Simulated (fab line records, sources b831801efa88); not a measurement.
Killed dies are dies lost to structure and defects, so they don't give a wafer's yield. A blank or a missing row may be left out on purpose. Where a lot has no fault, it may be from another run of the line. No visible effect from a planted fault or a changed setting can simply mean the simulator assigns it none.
Which of the tools did it? | flow sky130 | 12 lots, 36 wafers sampled, at 5 steps of a route of 708

== WHAT EACH GAUGE READ, for each wafer ==
SKY_VIA1_THK_MEAS_01. Usual: for VIA1_HDPCVD_THK the level is 1037 nm and the standard deviation is 9.6.
lot  | measured     | on            | VIA1_HDPCVD_THK (nm) | flag
L806 | day 33 09:25 | film-metro-02 | 1027 1034 1032       |
L809 | day 34 06:14 | film-metro-03 | 1033 1020 1033       |
L808 | day 34 09:29 | film-metro-02 | 1031 1027 1037       |
L811 | day 34 21:39 | film-metro-02 | 1044 1044 1050       |
L812 | day 35 01:08 | film-metro-03 | 1037 1032 1021       |
L810 | day 35 03:49 | film-metro-04 | 1036 1044 1032       |
L813 | day 35 09:47 | film-metro-03 | 820 832 812          | OFF
L814 | day 35 14:06 | film-metro-04 | 1026 1031 1037       |
L817 | day 36 20:52 | film-metro-04 | 857 837 847          | OFF
L818 | day 36 23:41 | film-metro-03 | 833 833 841          | OFF
L825 | day 39 00:55 | film-metro-04 | 1043 1050 1060       |
L827 | day 39 09:07 | film-metro-03 | 1037 1051 1043       |

SKY_VIA1_CD_MEAS_12: target cd 150 nm. Usual: 150.3 nm for cd-nm, sd 1.5.
lot  | measured     | on        | cd-nm (nm)        | flag
L806 | day 34 12:23 | cd-sem-02 | 149.5 149.4 148.4 |
L809 | day 35 08:53 | cd-sem-02 | 147.3 145.3 147.9 |
L808 | day 35 11:59 | cd-sem-02 | 148.7 148.5 149.2 |
L811 | day 36 00:20 | cd-sem-01 | 150.3 150.4 150.7 |
L812 | day 36 04:11 | cd-sem-02 | 150.8 150.9 149.5 |
L810 | day 36 07:17 | cd-sem-01 | 149.1 150.1 149.5 |
L813 | day 36 12:34 | cd-sem-01 | 150.4 150.7 149.4 |
L814 | day 36 17:15 | cd-sem-02 | 149.7 149.8 151.1 |
L817 | day 37 23:24 | cd-sem-01 | 147.1 149.2 150.0 |
L818 | day 38 02:05 | cd-sem-01 | 150.5 150.7 151.4 |
L825 | day 40 02:29 | cd-sem-01 | 150.4 150.4 150.8 |
L827 | day 40 09:43 | cd-sem-01 | 152.0 151.2 151.0 |

== WHAT TOOL EACH LOT RAN ON (gives the tool, then ch and the chambers of the sampled wafers, and finally the start) ==
lot  | SKY_METAL1_SPUTTER_01        | SKY_METAL1_ETCH_18                | SKY_VIA1_HDPCVD_00
L806 | pvd-sputter-03, day 32 05:17 | rie-metal-04 ch 0,1, day 33 08:31 | hdpcvd-02 ch 0,2, day 33 09:18
L809 | pvd-sputter-02, day 33 02:06 | rie-metal-03 ch 0,1, day 34 05:19 | hdpcvd-01 ch 0,1,2, day 34 06:09
L808 | pvd-sputter-03, day 33 05:02 | rie-metal-01 ch 0,1, day 34 08:16 | hdpcvd-01 ch 1,2, day 34 09:22
L811 | pvd-sputter-02, day 33 18:08 | rie-metal-04 ch 0,1, day 34 20:45 | hdpcvd-02 ch 0,1,2, day 34 21:32
L812 | pvd-sputter-01, day 33 21:26 | rie-metal-01 ch 0, day 35 00:06   | hdpcvd-02 ch 0,1, day 35 01:01
L810 | pvd-sputter-02, day 34 00:35 | rie-metal-01 ch 0, day 35 02:49   | hdpcvd-02 ch 1,2, day 35 03:41
L813 | pvd-sputter-01, day 34 06:30 | rie-metal-04 ch 0,1, day 35 08:53 | hdpcvd-02 ch 1,2, day 35 09:40
L814 | pvd-sputter-01, day 34 11:19 | rie-metal-04 ch 0,1, day 35 13:14 | hdpcvd-01 ch 0,2, day 35 13:59
L817 | pvd-sputter-01, day 35 16:52 | rie-metal-03 ch 1, day 36 19:49   | hdpcvd-02 ch 1,2, day 36 20:43
L818 | pvd-sputter-03, day 35 20:09 | rie-metal-01 ch 0,1, day 36 22:48 | hdpcvd-02 ch 0,1, day 36 23:34
L825 | pvd-sputter-01, day 37 22:17 | rie-metal-03 ch 0,1, day 38 23:55 | hdpcvd-01 ch 0,2, day 39 00:47
L827 | pvd-sputter-02, day 38 06:29 | rie-metal-03 ch 0,1, day 39 08:09 | hdpcvd-01 ch 0,2, day 39 09:00
- SKY_METAL1_SPUTTER_01: material TiN, target thk 20 nm, time 16.7 s.
- SKY_METAL1_ETCH_18: etches BARC in N2/H2, stops on SiO2, time 45.9 s, target depth 60 nm.
- SKY_VIA1_HDPCVD_00: deposits SiO2, target thk 1030 nm, time 171.7 s.

== AS READ BY THE TOOLS THEMSELVES (means over the sampled wafers that have a number; for cases with no such wafer, the mark the record gives instead) ==
SKY_METAL1_SPUTTER_01. Usual: 29.8 % for throttle-valve-pct, sd 1.1.
lot  | tool           | throttle-valve-pct (%) | flag
L806 | pvd-sputter-03 | 29.3                   |
L809 | pvd-sputter-02 | 30.1                   |
L808 | pvd-sputter-03 | 28.6                   |
L811 | pvd-sputter-02 | 29.8                   |
L812 | pvd-sputter-01 | 30.3                   |
L810 | pvd-sputter-02 | 29.3                   |
L813 | pvd-sputter-01 | 29.2                   |
L814 | pvd-sputter-01 | 29.8                   |
L817 | pvd-sputter-01 | 29.7                   |
L818 | pvd-sputter-03 | 29.2                   |
L825 | pvd-sputter-01 | 30.5                   |
L827 | pvd-sputter-02 | 29.4                   |

SKY_METAL1_ETCH_18. Usual: chamber-pressure-mTorr 29.997 mTorr, standard deviation 0.028; drypump-motor-current-A 5.7 A, standard deviation 0.5; oes-product-au 0.855 a.u., standard deviation 0.0051; throttle-valve-pct 13.225 %, standard deviation 0.0091.
lot  | tool         | chamber-pressure-mTorr (mTorr) | drypump-motor-current-A (A) | oes-product-au (a.u.) | throttle-valve-pct (%) | flag
L806 | rie-metal-04 | 30.005                         | 6.0                         | 0.855                 | 13.225                 |
L809 | rie-metal-03 | 29.992                         | 5.1                         | 0.853                 | 13.219                 |
L808 | rie-metal-01 | 29.985                         | 6.1                         | 0.857                 | 13.228                 |
L811 | rie-metal-04 | 29.974                         | 6.0                         | 0.854                 | 13.225                 |
L812 | rie-metal-01 | 30.004                         | 5.6                         | 0.859                 | 13.228                 |
L810 | rie-metal-01 | 29.992                         | 5.6                         | 0.855                 | 13.238                 |
L813 | rie-metal-04 | 30.038                         | 5.9                         | 0.853                 | 13.223                 |
L814 | rie-metal-04 | 29.991                         | 6.0                         | 0.858                 | 13.223                 |
L817 | rie-metal-03 | 29.963                         | 4.9                         | 0.854                 | 13.239                 |
L818 | rie-metal-01 | 30.004                         | 5.8                         | 0.858                 | 13.215                 |
L825 | rie-metal-03 | 30.012                         | 5.3                         | 0.857                 | 13.229                 |
L827 | rie-metal-03 | 30.017                         | 5.4                         | 0.862                 | 13.211                 |

SKY_VIA1_HDPCVD_00. Usual: 60.02 sccm for sih4-flow-sccm, sd 0.17.
lot  | tool      | sih4-flow-sccm (sccm) | flag
L806 | hdpcvd-02 | 59.81                 |
L809 | hdpcvd-01 | 59.97                 |
L808 | hdpcvd-01 | 60.05                 |
L811 | hdpcvd-02 | 60.08                 |
L812 | hdpcvd-02 | 60.09                 |
L810 | hdpcvd-02 | 60.07                 |
L813 | hdpcvd-02 | 48.12                 | OFF
L814 | hdpcvd-01 | 60.07                 |
L817 | hdpcvd-02 | 47.89                 | OFF
L818 | hdpcvd-02 | 47.96                 | OFF
L825 | hdpcvd-01 | 60.14                 |
L827 | hdpcvd-01 | 60.01                 |

== THE ANSWER, worked out from the rows above alone ==
Rule: take the mean of a lot's wafers that have a number; if it is more than 3 standard deviations from the usual mean, the lot is off. A lot without any number at a reading at which 4 lots or more have one is off too. The other lots that the step has rows for count as sound. Order of review: gauges by route order, followed by the tools' own readings, for which a lot's mean as printed above is used. At the first step where some lot is off, the reading lying furthest off is the one used; lots without a number count as furthest.
Off: L813, L817, L818, seen at SKY_VIA1_THK_MEAS_01 (VIA1_HDPCVD_THK).
If a tool, at a process step before that reading, ran all the lots that are off and no sound lot after the first of them, it fits. The gauges at SKY_VIA1_THK_MEAS_01 aren't tried: what is off there is off at SKY_VIA1_HDPCVD_00 too, on other tools, and a gauge's error can't cause that. One candidate fits, namely hdpcvd-02 at SKY_VIA1_HDPCVD_00. Its last sound lot is L810 (day 35 03:41), its first lot that is off L813 (day 35 09:40): a fault that began between those two fits.
On the lots that are off, the tool's own readings at SKY_VIA1_HDPCVD_00 differ by more than 5 times the standard deviation of the sound lots' means, which bears it out; sih4-flow-sccm reads 47.99 sccm there versus 60.03 sccm on the sound lots.

== WHAT HAD BEEN PUT IN BY THE SIMULATOR ==
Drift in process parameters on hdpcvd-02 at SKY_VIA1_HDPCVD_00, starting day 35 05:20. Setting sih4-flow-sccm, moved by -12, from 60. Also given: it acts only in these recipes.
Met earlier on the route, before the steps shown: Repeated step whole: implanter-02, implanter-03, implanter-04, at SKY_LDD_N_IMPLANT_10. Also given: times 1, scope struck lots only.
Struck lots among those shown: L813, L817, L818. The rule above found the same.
